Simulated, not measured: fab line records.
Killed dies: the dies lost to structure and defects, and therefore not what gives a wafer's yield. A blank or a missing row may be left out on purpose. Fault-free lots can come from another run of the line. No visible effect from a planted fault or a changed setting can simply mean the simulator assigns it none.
A single fault, viewed from 2 desks	flow sky130	what lay behind the numbers comes last; until then each desk has only its own

THE METROLOGY DESK
What the gauges read for every lot (on any tool): the sampled wafers with a number, averaged. The brackets show how far a lot's mean lies from the usual mean; more than 4 standard deviations puts the lot out of limits, marked OUT.
Columns: A = LDD_N_OVL at SKY_LDD_N_OVL_MEAS_07, usual 0.3 nm; B = LDD_LDN_OVL at SKY_LDD_LDN_OVL_MEAS_07, usual -0.1 nm; C = POLY_CUT_OVL at SKY_POLY_CUT_OVL_MEAS_09, usual 0 nm; D = LI_CONTACT_HDPCVD_THK at SKY_LI_CONTACT_THK_MEAS_01, usual 924 nm
lot	first seen here	A	B	C	D
L122	day 18 07:22	-1.6	-0.7	-3	928
L124	day 19 05:09	1.5	1.5	-5	927
L125	day 19 17:06	0.7	-2.2	-2	906
L126	day 20 05:46	2.2	1.1	-4	927
L128	day 20 16:29	-0.6	-1.0	2	930
L129	day 21 05:39	0.5	0.7	-13	932
L130	day 21 17:43	-0.5	2.0	1	921
L134	day 23 05:39	1.0	2.6	2	915
L135	day 23 12:54	0.2	0.6	-3	975 (+5.3) OUT
L136	day 23 16:16	-0.7	-0.2	1	980 (+5.7) OUT
L137	day 24 04:26	-1.8	-1.7	-3	974 (+5.2) OUT
L141	day 25 00:21	0.8	0.8	11	928
Per this desk, out of limits: L135, L136, L137; the first was L135, day 33 04:21 (LI_CONTACT_HDPCVD_THK at SKY_LI_CONTACT_THK_MEAS_01). L122, L124, L125, L126, L128, L129, L130, L134, L141 stayed within limits.

THE TOOL OWNER'S DESK: hdpcvd-02
The tool's own readings at SKY_LI_CONTACT_HDPCVD_00 (deposits PSG, target thk 930 nm, time 155 s): means of the sampled wafers that have a number, for each lot that ran on this tool. The brackets show how far a lot's mean lies from the usual mean; more than 4 standard deviations puts the lot out of limits, marked OUT.
Columns: A = run-length-s at SKY_LI_CONTACT_HDPCVD_00, usual 183.2 s; B = sih4-flow-sccm at SKY_LI_CONTACT_HDPCVD_00, usual 60.02 sccm
lot	first seen here	A	B
L125	day 29 16:37	183.9	60.14
L126	day 30 04:06	183.5	60.00
L130	day 31 13:02	182.9	59.82
L135	day 33 04:15	191.8 (+15) OUT	59.97
L136	day 33 07:44	191.7 (+15) OUT	60.00
L137	day 33 22:08	191.7 (+15) OUT	60.13
This desk's verdict: out of limits on L135, L136, L137, starting with L135 at day 33 04:15 (run-length-s at SKY_LI_CONTACT_HDPCVD_00). L125, L126, L130 stayed within limits.

PUT TOGETHER
The tool owner's desk could have raised an alarm at day 33 04:15, on L135, L136, L137.
L135, L136, L137 would have let the metrology desk raise an alarm at day 33 04:21.
On hdpcvd-02, each named lot ran SKY_LI_CONTACT_HDPCVD_00.

WHAT WAS PUT IN BY THE SIMULATOR
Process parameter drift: hdpcvd-02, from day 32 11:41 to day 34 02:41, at SKY_LI_CONTACT_HDPCVD_00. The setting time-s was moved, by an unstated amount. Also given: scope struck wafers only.
Shown lots that were struck: L135, L136, L137.
Counting hours from when the fault started, the first reading out of limits came at 17 for the tool owner's desk and at 17 for the metrology desk.
